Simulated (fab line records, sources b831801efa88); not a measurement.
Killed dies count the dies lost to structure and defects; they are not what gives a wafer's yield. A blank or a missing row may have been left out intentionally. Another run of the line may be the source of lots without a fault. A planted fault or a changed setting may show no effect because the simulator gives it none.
One fault seen from 2 desks	flow gf180mcu	every desk sees just its own numbers, and what lay behind them comes last

THE TOOL OWNER'S DESK: pecvd-03
The tool's own readings at GF_MIM_CVD_05 (deposits Si3N4, target thk 42 nm, time 29.086 s): means of the sampled wafers that have a number, for each lot that ran on this tool. If a lot's mean is further than 4 standard deviations from the usual mean, the lot is out of limits and carries the mark OUT (the distance appears in the brackets).
Columns: A = heaterPowerW at GF_MIM_CVD_05, usual 607 W
lot	first seen here	A
L522	day 24 21:01	591
L524	day 25 10:21	524
L531	day 27 18:49	578
L533	day 28 11:13	562
L534	day 28 20:35	619
L544	day 31 10:49	545
Finding of this desk: none of the 6 lots has anything out of limits.

THE METROLOGY DESK
Lot by lot, what the gauges showed, no matter which tool ran the lot: averages of those sampled wafers that carry a number. If a lot's mean is further than 4 standard deviations from the usual mean, the lot is out of limits and carries the mark OUT (the distance appears in the brackets).
Columns: A = V4_OVL at GF_V4_OVL_MEAS_15, usual 4 nm; B = MIM_CVD_05_THK at GF_MIM_THK_MEAS_06, usual 41.8 nm
lot	first seen here	A	B
L521	day 24 08:42	8	40.8
L522	day 24 19:19	4	42.0
L524	day 25 08:44	10	42.1
L523	day 25 10:40	8	42.3
L531	day 27 17:13	-1	57.9 (+29) OUT
L533	day 28 09:33	3	52.7 (+20) OUT
L534	day 28 18:56	11	57.8 (+29) OUT
L538	day 29 18:48	-2	41.8
L540	day 30 16:22	7	42.1
L541	day 30 19:00	9	41.6
L543	day 31 03:41	4	42.4
L542	day 31 04:23	7	42.1
L544	day 31 09:12	7	41.4
This desk reports L531, L533, L534 out of limits; the earliest was L531 at day 27 18:51 (MIM_CVD_05_THK at GF_MIM_THK_MEAS_06). L521, L522, L524, L523, L538, L540, L541, L543, L542, L544 stayed within limits.

PUT TOGETHER
L531, L533, L534 would have let the metrology desk raise an alarm at day 27 18:51.
Nothing out of limits was seen by the tool owner's desk.
The tool owner's desk has L531, L533, L534 on record, within its limits.
On pecvd-03, each named lot ran GF_MIM_CVD_05.

WHAT WAS PUT IN BY THE SIMULATOR
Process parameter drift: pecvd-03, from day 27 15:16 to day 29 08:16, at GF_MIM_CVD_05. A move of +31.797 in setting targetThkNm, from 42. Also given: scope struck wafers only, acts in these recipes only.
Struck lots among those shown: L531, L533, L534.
Hours from the fault's start to each desk's first reading out of limits: the metrology desk, 4.
